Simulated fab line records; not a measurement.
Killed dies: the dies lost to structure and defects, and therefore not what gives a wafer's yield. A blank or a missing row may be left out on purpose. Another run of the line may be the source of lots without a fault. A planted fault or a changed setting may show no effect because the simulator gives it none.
Which tool did it? :: flow sky130 :: 11 lots with 33 wafers sampled at 3 steps, on a route of 708 steps

## WHAT EACH GAUGE READ, for each wafer
SKY_FIELD_ISO_THK_MEAS_25.
lot: L297
measured: day 2 06:17
on: film-metro-02
FIELD_ISO_CVD_24_THK (nm): 594 592 593

lot: L298
measured: day 2 13:30
on: film-metro-04
FIELD_ISO_CVD_24_THK (nm): 604 597 608

lot: L299
measured: day 2 19:55
on: film-metro-02
FIELD_ISO_CVD_24_THK (nm): 604 606 602

lot: L300
measured: day 3 00:13
on: film-metro-04
FIELD_ISO_CVD_24_THK (nm): 607 604 604

lot: L302
measured: day 3 10:16
on: film-metro-03
FIELD_ISO_CVD_24_THK (nm): 598 597 598

lot: L308
measured: day 4 17:20
on: film-metro-03
FIELD_ISO_CVD_24_THK (nm): 600 601 602

lot: L312
measured: day 5 12:47
on: film-metro-03
FIELD_ISO_CVD_24_THK (nm): 597 597 604

lot: L315
measured: day 6 04:28
on: film-metro-03
FIELD_ISO_CVD_24_THK (nm): 590 598 596

lot: L317
measured: day 6 15:14
on: film-metro-02
FIELD_ISO_CVD_24_THK (nm): 597 597 593

lot: L319
measured: day 7 00:47
on: film-metro-03
FIELD_ISO_CVD_24_THK (nm): 591 599 588

lot: L320
measured: day 7 08:06
on: film-metro-02
FIELD_ISO_CVD_24_THK (nm): 588 587 584

## WHICH TOOL RAN EACH LOT (tool, then ch and the chambers of the sampled wafers, then the start)
lot: L297
SKY_FIELD_ISO_ETCH_14: rie-diel-04 ch 1,2,3, day 2 04:23
SKY_FIELD_ISO_ETCH_17: rie-si-02 ch 0,1,3, day 2 04:35

lot: L298
SKY_FIELD_ISO_ETCH_14: rie-diel-03 ch 0,1, day 2 10:47
SKY_FIELD_ISO_ETCH_17: rie-si-02 ch 0,1,2, day 2 10:59

lot: L299
SKY_FIELD_ISO_ETCH_14: rie-diel-01 ch 0,1,2, day 2 16:14
SKY_FIELD_ISO_ETCH_17: rie-si-02 ch 0,2,3, day 2 16:26

lot: L300
SKY_FIELD_ISO_ETCH_14: rie-diel-01 ch 0,2, day 2 20:35
SKY_FIELD_ISO_ETCH_17: rie-si-01 ch 0,1,3, day 2 20:47

lot: L302
SKY_FIELD_ISO_ETCH_14: rie-diel-03 ch 1,2,3, day 3 06:28
SKY_FIELD_ISO_ETCH_17: rie-si-02 ch 2,3, day 3 06:40

lot: L308
SKY_FIELD_ISO_ETCH_14: rie-diel-01 ch 2,3, day 4 14:47
SKY_FIELD_ISO_ETCH_17: rie-si-02 ch 0,1,3, day 4 14:59

lot: L312
SKY_FIELD_ISO_ETCH_14: rie-diel-03 ch 1,2, day 5 10:55
SKY_FIELD_ISO_ETCH_17: rie-si-01 ch 0,1,2, day 5 11:07

lot: L315
SKY_FIELD_ISO_ETCH_14: rie-diel-01 ch 0,1, day 6 02:25
SKY_FIELD_ISO_ETCH_17: rie-si-01 ch 1,2,3, day 6 02:37

lot: L317
SKY_FIELD_ISO_ETCH_14: rie-diel-03 ch 0,2, day 6 12:49
SKY_FIELD_ISO_ETCH_17: rie-si-01 ch 0,2,3, day 6 13:01

lot: L319
SKY_FIELD_ISO_ETCH_14: rie-diel-04 ch 0,2, day 6 22:40
SKY_FIELD_ISO_ETCH_17: rie-si-01 ch 2,3, day 6 22:52

lot: L320
SKY_FIELD_ISO_ETCH_14: rie-diel-04 ch 2,3, day 7 05:29
SKY_FIELD_ISO_ETCH_17: rie-si-01 ch 1,2,3, day 7 05:41
- SKY_FIELD_ISO_ETCH_14: etches BARC in N2/H2, stops on SiO2, time 45.9 s, target depth 60 nm.
- SKY_FIELD_ISO_ETCH_17: etches Si in HBr/Cl2/O2, target depth 342 nm, time 97.7 s.

## THE ANSWER, worked out from the rows above alone
Rule: usual is defined by the lots themselves. Put in order of their means at a reading, lots are off if they are a third of the lots or fewer, leave a main group of 4 or more, and stand apart from it by a gap of 3 or more times the standard deviation of the main group's means; of several such gaps the widest counts. Not used: any main group whose means are identical at the precision the tables above print for the reading. A lot without any number at a reading at which 4 lots or more have one is off too. Any other lot the step has rows for is counted as sound.
None of the lots is off at any reading shown; this tells nothing.

## WHAT HAD BEEN PUT IN BY THE SIMULATOR
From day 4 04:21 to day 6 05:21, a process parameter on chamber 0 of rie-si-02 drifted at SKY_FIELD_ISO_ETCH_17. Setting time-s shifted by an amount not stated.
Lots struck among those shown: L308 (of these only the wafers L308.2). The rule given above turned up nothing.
